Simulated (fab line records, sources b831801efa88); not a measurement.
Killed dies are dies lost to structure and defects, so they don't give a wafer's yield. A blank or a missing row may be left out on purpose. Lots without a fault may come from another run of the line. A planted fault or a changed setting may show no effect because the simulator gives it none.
A struck lot beside a sound one | flow gf180mcu | 18 steps out of a route of 602
Sound: wafers L948.2, L948.5, L948.6. Struck: wafers L954.1, L954.2, L954.6. The cause comes at the end.
At each step with rows: each side's tool, then ch and its chambers, then its first start. Under that, the readings that differ: sound wafers | struck wafers | difference of the means | sigmas: that difference in standard deviations of wafers without a fault.
alike: readings whose means differ by less than 2 such deviations, and words and numbers that are the same on both sides. not compared: withheld readings, readings that some wafer has no value for, bounds like >300 that may hide the same value, and numbers for which the record gives no deviation and whose values overlap.
The two part at a step that has a row with sigmas, a row that says differs or no value, or rows on one side only. Numbers that don't overlap but have no deviation are shown without sigmas and don't part them. A reading that every wafer of one side lacks parts them only if that side has two wafers or more.

first, 3 steps without rows for these wafers: GF_HV_LDD_EXPOSE_16 (exposes mask Pplus LV AREA, target cd 400 nm); GF_HV_LDD_PEB_17; GF_HV_LDD_DEVELOP_18 (develop time 60 s).
GF_HV_LDD_CD_MEAS_19: target cd 400 nm.
  sound on cd_sem-02, day 11 08:34; struck on cd_sem-01, day 13 11:27
  alike: cd_nm
GF_HV_LDD_OVL_MEAS_20:
  sound on overlay-01, day 11 08:41; struck on overlay-01, day 13 11:34
  alike: HV_LDD_01_OVL
then, 1 step without rows for these wafers: GF_HV_LDD_IMPLANT_21.
GF_HV_LDD_STRIP_22: strips in O2/N2.
  sound on plasma_asher-03 ch 0,1, day 11 08:52; struck on plasma_asher-04 ch 0,1, day 13 11:45
  alike: drypump_motor_current_A, heater_power_w, oes_product_au, strip_time_to_endpoint_s
  not compared: rf_hours_counter_h
GF_HV_LDD_TW_MEAS_23:
  sound on film_metro-03, day 11 08:58; struck on film_metro-03, day 13 11:51
  alike: HV_LDD_2_TW
then, 4 steps without rows for these wafers: GF_HV_LDD_DEHYDRATE_24 (time 60 s); GF_HV_LDD_HMDS_25 (prime time 60 s); GF_HV_LDD_COAT_26 (resist thk 1000 nm); GF_HV_LDD_SOFTBAKE_27 (time 60 s).
GF_HV_LDD_EXPOSE_28: exposes mask Nplus HV AREA, target cd 400 nm.
  sound on iline_stepper-01 ch 0, day 11 18:52; struck on iline_stepper-02 ch 0, day 13 22:11
  reading              | sound                | struck               | difference | sigmas
  exposure_dose_mJ_cm2 | 140.10 140.06 139.98 | 132.74 132.64 132.89 | -7.29      | -52
  alike: mask, stage_vel_mm_s
then, 2 steps without rows for these wafers: GF_HV_LDD_PEB_29; GF_HV_LDD_DEVELOP_30 (develop time 60 s).
GF_HV_LDD_CD_MEAS_31: target cd 400 nm.
  sound on cd_sem-01, day 12 03:58; struck on cd_sem-02, day 14 08:26
  reading    | sound             | struck            | difference | sigmas
  cd_nm (nm) | 403.6 403.3 403.1 | 385.6 386.2 387.4 | -16.9      | -7
GF_HV_LDD_OVL_MEAS_32:
  sound on overlay-02, day 12 04:04; struck on overlay-01, day 14 08:33
  alike: HV_LDD_02_OVL
GF_PASSIVATION_PROBE_99:
  the record has rows for the sound wafers here (prober-02, day 29 14:09) and none for the struck ones

WHERE THEY PART
First at GF_HV_LDD_EXPOSE_28; last, within this record, at GF_PASSIVATION_PROBE_99.

WHY: what the simulator had put in
Process parameter drift: iline_stepper-02, from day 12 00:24 on, at GF_HV_LDD_EXPOSE_28. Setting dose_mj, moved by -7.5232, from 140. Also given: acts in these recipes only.
